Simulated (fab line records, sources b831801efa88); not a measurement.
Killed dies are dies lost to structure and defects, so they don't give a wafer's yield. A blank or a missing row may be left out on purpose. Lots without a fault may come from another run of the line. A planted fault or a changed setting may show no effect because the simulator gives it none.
Which tool did it? | flow gf180mcu | 12 lots, 36 wafers sampled, at 1 step of a route of 602

WHAT THE GAUGES READ, wafer by wafer
GF_V3_THK_MEAS_01.
lot  | measured     | on            | V3_CVD_00_THK (nm)
L075 | day 21 13:25 | film_metro-03 | 598 603 592
L077 | day 22 16:22 | film_metro-03 | 598 597 605
L079 | day 23 09:21 | film_metro-02 | 599 605 604
L081 | day 23 16:40 | film_metro-01 | 598 608 600
L083 | day 24 13:38 | film_metro-03 | 600 612 602
L085 | day 25 07:14 | film_metro-03 | 580 593 587
L087 | day 26 03:11 | film_metro-03 | 596 604 593
L089 | day 26 22:23 | film_metro-02 | 594 598 596
L091 | day 27 09:37 | film_metro-02 | 593 592 597
L093 | day 27 21:32 | film_metro-02 | 606 596 596
L095 | day 28 10:13 | film_metro-01 | 587 586 586
L097 | day 28 22:17 | film_metro-02 | 597 607 602

WHICH TOOL RAN EACH LOT (tool, then ch and the chambers of the sampled wafers, then the start)
The record holds no process step before these readings.

THE ANSWER, worked out from the rows above alone
Rule: what is usual is taken from the lots themselves. Put in order of their means at a reading, lots are off if they are a third of the lots or fewer, leave a main group of 4 or more, and stand apart from it by a gap of 3 or more times the standard deviation of the main group's means; of several such gaps the widest counts. A main group whose means are all the same, to the digits that the tables above print for the reading, isn't used. A lot without any number at a reading at which 4 lots or more have one is off too. The other lots that the step has rows for count as sound.
No lot is off at any reading shown: from this, nothing can be told.

WHAT THE SIMULATOR HAD PUT IN
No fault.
